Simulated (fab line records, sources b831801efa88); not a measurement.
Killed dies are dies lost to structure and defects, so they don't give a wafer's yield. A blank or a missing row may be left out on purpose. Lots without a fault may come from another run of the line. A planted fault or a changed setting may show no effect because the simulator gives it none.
fab line records | flow sky130
record lots=6 wafers=18 last_day=50
route steps=708 shown METAL5@662 PAD_OPEN@708
lots that met no fault: from a run of the same line without faults
start_h: hours from the record's first day to the start of the lot's first wafer shown | wait_h: hours since the lot's step before | " the same as in the row above | L1.1+2: a row that stands for several wafers | - no value, or no start given | * or withheld: withheld | < > ~ a bound
route shown NAME@n: a module of which the file shows steps, and the number in the route of the first | usual: mean/standard deviation of fault-free wafers | same: alike in all rows | chamber/n: place in a boat | sites: the reading at each site | _std_site: their standard deviation | _edge_site: outer sites' mean less inner sites' | radius_mm: how far each site lies from the wafer's centre | mask NAME#n: copy n | behind: the tool/chamber that last shaped the wafer | hold: why the lot was held/for how many hours/how that ended | device: the transistor (n, p or np) that didn't switch | end of line: the same wafers' tests at the end of the route | a step without rows: its recipe alone | killed: dies lost to structure and defects at the first sort, not the wafer's yield | map: a wafer's dies, x killed, . not, _ none there
set.NAME: the setting as run; set.NAME@STEP: as run at that earlier step | model.NAME: the simulator's own value behind a step, which no gauge read
lots at some steps of the route; a table a step, a row a wafer
services: from which hour (start_h, from the record's first day; less than 0 if before it) a tool's chamber was out of use, for how many hours, and why
## steps
# step SKY_METAL5_SPUTTER_01
# recipe material=TiN target_thk_nm=20 power_w=6500 time_s=16.7 chamber_pressure_pa=0.4
# usual throttle_valve_pct=30.4/0.99
# columns lot.wafer tool chamber start_h wait_h throttle_valve_pct
L301.1 pvd_sputter-04 - 1056.54 0.0 30.7
L301.5 " - " " 30.0
L301.6 " - " " 30.8
L302.1 pvd_sputter-01 - 1060.03 0.0 27.7
L302.2 " - " " 30.6
L302.5 " - " " 30.3
L304.2 pvd_sputter-03 - 1081.71 0.0 30.3
L304.4 " - " " 30.2
L304.5 " - " " 31.4
L307.1 pvd_sputter-01 - 1093.80 0.0 30.2
L307.2 " - " " 30.8
L307.4 " - " " 28.0
L314.1 pvd_sputter-03 - 1139.59 0.0 30.2
L314.3 " - " " 31.7
L314.6 " - " " 31.1
L316.1 pvd_sputter-04 - 1144.89 0.0 30.6
L316.3 " - " " 31.2
L316.4 " - " " 29.2
# step SKY_METAL5_SPUTTER_02
# recipe material=AlCu target_thk_nm=1150 power_w=10600 time_s=61.2 chamber_pressure_pa=0.4
# usual throttle_valve_pct=30.4/0.92
# columns lot.wafer tool chamber start_h wait_h throttle_valve_pct
L301.1 pvd_sputter-04 - 1056.57 0.0 30.9
L301.5 " - " " 30.3
L301.6 " - " " 30.7
L302.1 pvd_sputter-01 - 1060.05 0.0 28.1
L302.2 " - " " 30.7
L302.5 " - " " 30.5
L304.2 pvd_sputter-03 - 1081.73 0.0 30.4
L304.4 " - " " 30.3
L304.5 " - " " 31.0
L307.1 pvd_sputter-01 - 1093.82 0.0 30.0
L307.2 " - " " 30.4
L307.4 " - " " 28.1
L314.1 pvd_sputter-03 - 1139.61 0.0 30.2
L314.3 " - " " 31.6
L314.6 " - " " 31.2
L316.1 pvd_sputter-04 - 1144.91 0.0 30.8
L316.3 " - " " 31.2
L316.4 " - " " 29.3
# step SKY_METAL5_SPUTTER_03
# recipe material=Ti target_thk_nm=5 power_w=3000 time_s=3.3 chamber_pressure_pa=0.4
# usual throttle_valve_pct=30.4/0.97
# columns lot.wafer tool chamber start_h wait_h throttle_valve_pct
L301.1 pvd_sputter-04 - 1056.62 0.0 30.8
L301.5 " - " " 29.8
L301.6 " - " " 30.6
L302.1 pvd_sputter-01 - 1060.10 0.0 28.0
L302.2 " - " " 30.5
L302.5 " - " " 30.8
L304.2 pvd_sputter-03 - 1081.78 0.0 30.2
L304.4 " - " " 30.2
L304.5 " - " " 31.1
L307.1 pvd_sputter-01 - 1093.88 0.0 30.0
L307.2 " - " " 30.6
L307.4 " - " " 27.9
L314.1 pvd_sputter-03 - 1139.67 0.0 30.0
L314.3 " - " " 31.9
L314.6 " - " " 31.2
L316.1 pvd_sputter-04 - 1144.96 0.0 31.0
L316.3 " - " " 31.4
L316.4 " - " " 28.8
# step SKY_METAL5_SPUTTER_04
# recipe material=TiN target_thk_nm=70 power_w=6500 time_s=58.3 chamber_pressure_pa=0.4
# usual throttle_valve_pct=30.4/0.95
# columns lot.wafer tool chamber start_h wait_h throttle_valve_pct
L301.1 pvd_sputter-04 - 1056.64 0.0 30.6
L301.5 " - " " 30.1
L301.6 " - " " 30.6
L302.1 pvd_sputter-01 - 1060.12 0.0 28.2
L302.2 " - " " 30.5
L302.5 " - " " 30.5
L304.2 pvd_sputter-03 - 1081.80 0.0 30.3
L304.4 " - " " 30.6
L304.5 " - " " 31.3
L307.1 pvd_sputter-01 - 1093.89 0.0 30.1
L307.2 " - " " 30.5
L307.4 " - " " 28.0
L314.1 pvd_sputter-03 - 1139.68 0.0 30.3
L314.3 " - " " 32.0
L314.6 " - " " 31.3
L316.1 pvd_sputter-04 - 1144.98 0.0 30.6
L316.3 " - " " 31.2
L316.4 " - " " 28.9
# step SKY_METAL5_RS_MEAS_05
# recipe thk_meas_gauge=four-point-probe reads=TiN_of_METAL5_SPUTTER_04+Ti_of_METAL5_SPUTTER_03+AlCu_of_METAL5_SPUTTER_02+TiN_of_METAL5_SPUTTER_01+Ti_of_METAL5_SPUTTER_00
# usual METAL5_ALCU_RS=0.0271/0.00029
# columns lot.wafer tool chamber start_h wait_h METAL5_ALCU_RS[ohm/sq]
L301.1 film_metro-01 - 1056.69 0.0 0.02742
L301.5 " - " " 0.02742
L301.6 " - " " 0.02752
L302.1 film_metro-01 - 1060.17 0.0 0.02707
L302.2 " - " " 0.02701
L302.5 " - " " 0.02712
L304.2 film_metro-01 - 1081.87 0.0 0.02702
L304.4 " - " " 0.02673
L304.5 " - " " 0.02726
L307.1 film_metro-02 - 1093.94 0.0 0.0268
L307.2 " - " " 0.02689
L307.4 " - " " 0.02682
L314.1 film_metro-01 - 1139.73 0.0 0.02712
L314.3 " - " " 0.02705
L314.6 " - " " 0.02725
L316.1 film_metro-03 - 1145.03 0.0 0.02696
L316.3 " - " " 0.0269
L316.4 " - " " 0.02692
# step SKY_METAL5_THK_MEAS_06
# recipe thk_meas_gauge=xrf reads=AlCu_of_METAL5_SPUTTER_02
# usual METAL5_ALCU_THK=1157/14
# columns lot.wafer tool chamber start_h wait_h METAL5_ALCU_THK[nm]
L301.1 film_metro-01 - 1056.81 0.1 1139
L301.5 " - " " 1142
L301.6 " - " " 1137
L302.1 film_metro-01 - 1060.29 0.1 1162
L302.2 " - " " 1162
L302.5 " - " " 1153
L304.2 film_metro-01 - 1081.98 0.1 1163
L304.4 " - " " 1176
L304.5 " - " " 1154
L307.1 film_metro-02 - 1094.06 0.1 1164
L307.2 " - " " 1161
L307.4 " - " " 1166
L314.1 film_metro-01 - 1139.85 0.1 1173
L314.3 " - " " 1172
L314.6 " - " " 1158
L316.1 film_metro-03 - 1145.15 0.1 1159
L316.3 " - " " 1162
L316.4 " - " " 1153
# step SKY_METAL5_DEHYDRATE_07
# recipe temp_c=200 time_s=60
# step SKY_METAL5_HMDS_08
# recipe prime_time_s=60 prime_temp_c=120
# step SKY_METAL5_COAT_09
# recipe resist=NOVOLAK spin_rpm=3000 resist_thk_nm=1800
# step SKY_METAL5_SOFTBAKE_10
# recipe temp_c=90 time_s=60 resist=NOVOLAK
# step SKY_METAL5_EXPOSE_11
# recipe mask_id=MM5 na=0.6 source_shape=conventional sigma_outer=0.6 polarization=unpolarized target_cd_nm=1600 dose_mj=190
# step SKY_METAL5_PEB_12
# recipe temp_c=withheld time_s=* resist=NOVOLAK
# step SKY_METAL5_DEVELOP_13
# recipe resist=NOVOLAK developer=TMAH develop_time_s=60 dev_temp_c=23
# usual developer_temp_C=23.01/0.11
# same develop_time_s=60
# columns lot.wafer tool chamber start_h wait_h developer_temp_C
L301.1 litho_track-04 0 1077.07 0.1 23.03
L301.5 " 0 " " 23.02
L301.6 " 0 " " 22.89
L302.1 litho_track-04 0 1080.97 0.1 23.06
L302.2 " 0 " " 22.93
L302.5 " 0 " " 23.02
L304.2 litho_track-04 0 1102.40 0.1 21.94
L304.4 " 0 " " 22.02
L304.5 " 0 " " 21.95
L307.1 litho_track-04 0 1114.62 0.1 22.08
L307.2 " 0 " " 22.12
L307.4 " 0 " " 22.00
L314.1 litho_track-02 0 1157.12 0.1 23.03
L314.3 " 0 " " 23.18
L314.6 " 0 " " 22.97
L316.1 litho_track-03 0 1162.43 0.1 23.21
L316.3 " 0 " " 22.99
L316.4 " 0 " " 23.11
# step SKY_METAL5_DESCUM_14
# recipe chemistry=O2 source_power_w=150 bias_power_w=0 pressure_mtorr=10 temp_c=40 time_s=11
# usual drypump_motor_current_A=5.6/0.52 oes_product_au=1.003/0.012
# columns lot.wafer tool chamber start_h wait_h drypump_motor_current_A oes_product_au rf_hours_counter_h
L301.1 rie_metal-04 0 1077.22 0.1 5.7 1.014 13
L301.5 " 1 " " 5.5 1.015 -
L301.6 " 0 " " 5.7 1.023 -
L302.1 rie_metal-03 1 1081.12 0.1 5.9 1.005 10
L302.2 " 0 " " 6.5 0.994 1
L302.5 " 0 " " 6.5 0.987 -
L304.2 rie_metal-01 1 1102.52 0.1 5.0 0.990 11
L304.4 " 0 " " 4.9 1.004 -
L304.5 " 1 " " 5.0 1.003 -
L307.1 rie_metal-04 0 1114.77 0.1 5.6 1.013 16
L307.2 " 1 " " 5.5 1.027 8
L307.4 " 0 " " 5.6 1.024 -
L314.1 rie_metal-03 1 1157.27 0.1 5.9 1.009 16
L314.3 " 1 " " 5.9 1.014 -
L314.6 " 1 " " 5.9 1.010 -
L316.1 rie_metal-03 0 1162.58 0.1 6.5 0.991 7
L316.3 " 1 " " 5.9 1.013 -
L316.4 " 0 " " 6.4 0.993 -
# step SKY_PAD_OPEN_PROBE_99
# usual defect_limited_yield=82.3/1.9 killed_at_M0_to_M3=44/7.3 killed_at_M4_up=3.4/1.7 killed_at_contacts=24/5.3 killed_at_front_end=15/4.1 killed_at_other=0.4/0.68 killed_dies=87/9.5 killed_open=48/7.1 killed_short=39/5.8 sort_bin_3_pad_short=0.8/0.39 sort_bin_5_function=10.4/1.4 sort_bin_6_memory=6.5/1.1 sort_n_pass=405/9.5 sort_yield_pct=82.3/1.9
# same gross_dies=492 killed_at_back_side=0 sort_bin_4_leakage[%]=0 sort_bin_8_speed[%]=0
# columns lot.wafer tool chamber start_h wait_h defect_limited_yield[%] killed_at_M0_to_M3 killed_at_M4_up killed_at_contacts killed_at_front_end killed_at_other killed_dies killed_open killed_short sort_bin_3_pad_short[%] sort_bin_5_function[%] sort_bin_6_memory[%] sort_n_pass sort_yield_pct[%]
L301.1 prober-02 - 1122.40 0.1 81.9 45 3 21 20 0 89 48 40 0.8 9.8 7.5 403 81.9
L301.5 prober-02 - 1122.60 0.2 81.9 50 1 19 17 2 89 40 47 1.4 10.8 5.9 403 81.9
L301.6 prober-02 - 1122.65 0.2 81.3 59 2 17 14 0 92 53 39 0.4 11.0 7.3 400 81.3
L302.1 prober-01 - 1125.95 0.1 83.1 36 5 26 16 0 83 46 37 0.4 10.8 5.7 409 83.1
L302.2 prober-01 - 1126.00 0.1 79.1 54 4 28 16 1 103 62 40 1.0 11.4 8.5 389 79.1
L302.5 prober-01 - 1126.15 0.2 83.3 40 6 27 8 1 82 44 38 1.4 9.8 5.5 410 83.3
L304.2 prober-02 - 1144.39 0.1 82.3 39 3 30 14 1 87 41 45 0.8 11.0 5.9 405 82.3
L304.4 prober-02 - 1144.49 0.2 81.5 36 5 29 21 0 91 50 40 1.4 10.8 6.3 401 81.5
L304.5 prober-02 - 1144.54 0.2 83.5 39 6 20 16 0 81 41 40 1.0 9.8 5.7 411 83.5
L307.1 prober-02 - 1155.00 0.1 78.7 53 4 32 16 0 105 55 50 1.4 12.4 7.5 387 78.7
L307.2 prober-02 - 1155.05 0.1 84.1 36 2 29 11 0 78 44 34 1.0 8.3 6.5 414 84.1
L307.4 prober-02 - 1155.15 0.2 85.0 31 1 29 12 1 74 44 29 0.8 9.6 4.7 418 85.0
# killed by level:class
L301.1 CONTACT:geometric_particle:open=8 VIA3:geometric_particle:open=8 FIELD_ISO:geometric_particle:short=6 METAL1:geometric_particle:short=6 VIA1:geometric_particle:open=6 FIELD_ISO:geometric_particle:open=5 POLY_GATE:geometric_particle:open=5 LI_CONTACT:geometric_particle:open=5
L301.5 METAL2:geometric_particle:short=13 LOCAL_INTERCONNECT:geometric_particle:short=6 VIA1:geometric_particle:open=6 VIA2:geometric_particle:open=6 METAL1:geometric_particle:short=5 VIA3:geometric_particle:open=5 POLY_GATE:geometric_particle:open=4 POLY_GATE:geometric_particle:short=4
L301.6 VIA3:geometric_particle:open=13 VIA1:geometric_particle:open=12 VIA2:geometric_particle:open=7 METAL2:geometric_particle:short=7 CONTACT:geometric_particle:open=6 METAL3:geometric_particle:short=5 POLY_GATE:geometric_particle:open=4 LOCAL_INTERCONNECT:geometric_particle:short=4
L302.1 FIELD_ISO:geometric_particle:short=11 CONTACT:geometric_particle:open=10 LI_CONTACT:geometric_particle:open=9 VIA2:geometric_particle:open=8 VIA3:geometric_particle:open=8 METAL1:geometric_particle:short=6 VIA1:geometric_particle:open=6 CONTACT:geometric_particle:short=4
L302.2 VIA1:geometric_particle:open=16 CONTACT:geometric_particle:open=10 VIA1:geometric_particle:short=9 VIA2:geometric_particle:open=9 LI_CONTACT:geometric_particle:open=8 POLY_GATE:geometric_particle:short=4 METAL1:geometric_particle:short=4 LOCAL_INTERCONNECT:geometric_particle:short=4
L302.5 VIA1:geometric_particle:open=13 LI_CONTACT:geometric_particle:open=9 CONTACT:geometric_particle:open=8 VIA3:geometric_particle:short=6 CONTACT:geometric_particle:short=5 METAL1:geometric_particle:short=4 METAL2:geometric_particle:short=4 METAL3:geometric_particle:short=4
L304.2 CONTACT:geometric_particle:open=10 LOCAL_INTERCONNECT:geometric_particle:short=7 LI_CONTACT:geometric_particle:open=6 CONTACT:geometric_particle:short=6 VIA1:geometric_particle:open=6 VIA2:geometric_particle:short=6 VIA3:geometric_particle:open=5 FIELD_ISO:geometric_particle:open=5
L304.4 CONTACT:geometric_particle:open=8 LI_CONTACT:geometric_particle:open=7 VIA3:geometric_particle:open=7 VIA1:geometric_particle:open=7 METAL2:geometric_particle:short=6 CONTACT:geometric_particle:short=6 POLY_GATE:geometric_particle:open=5 FIELD_ISO:geometric_particle:short=4
L304.5 CONTACT:geometric_particle:open=10 VIA1:geometric_particle:open=9 POLY_GATE:geometric_particle:short=6 VIA3:geometric_particle:open=6 VIA2:geometric_particle:short=5 FIELD_ISO:geometric_particle:short=4 VIA2:geometric_particle:open=4 METAL2:geometric_particle:short=4
L307.1 CONTACT:geometric_particle:open=18 VIA3:geometric_particle:open=10 METAL2:geometric_particle:short=9 CONTACT:geometric_particle:short=7 METAL1:geometric_particle:short=7 VIA2:geometric_particle:open=7 VIA1:geometric_particle:open=6 VIA2:geometric_particle:short=5
L307.2 CONTACT:geometric_particle:open=9 LI_CONTACT:geometric_particle:open=7 VIA1:geometric_particle:open=7 LOCAL_INTERCONNECT:geometric_particle:short=6 VIA2:geometric_particle:open=6 METAL2:geometric_particle:short=5 METAL1:geometric_particle:short=5 SPACER:geometric_particle:open=4
L307.4 CONTACT:geometric_particle:open=12 LI_CONTACT:geometric_particle:open=7 VIA2:geometric_particle:open=7 CONTACT:geometric_particle:short=4 VIA1:geometric_particle:open=4 METAL2:geometric_particle:open=4 SONOS_ONO:geometric_particle:short=3 LOCAL_INTERCONNECT:geometric_particle:open=3
## services
# columns tool chamber start_h hours kind
pvd_sputter-01 - 1033.99 4.3 repair
rie_metal-03 0 1043.98 - clean
rie_metal-03 0 1043.98 24.5 scheduled_down
rie_metal-03 0 1043.98 24.5 vent_cycle
rie_metal-01 - 1070.59 0.5 repair
pvd_sputter-01 - 1085.36 3.9 repair
## key
first_sign step=SKY_METAL5_DEVELOP_13 reading=developer_temp_C direction=down sigmas=9.1 usual=* struck=*
effect none on later readings
met_at SKY_METAL5_DEVELOP_13
struck_wafers L304.2,L304.4,L304.5,L307.1,L307.2,L307.4
onset_between 1080.97 1102.40
fault kind=process_parameter_drift tool=litho_track-04 chamber=- onset_h=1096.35 steps=SKY_METAL5_DEVELOP_13 channel=dev_temp_c offset=* shape=step end_h=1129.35 acts_in=* stated=*
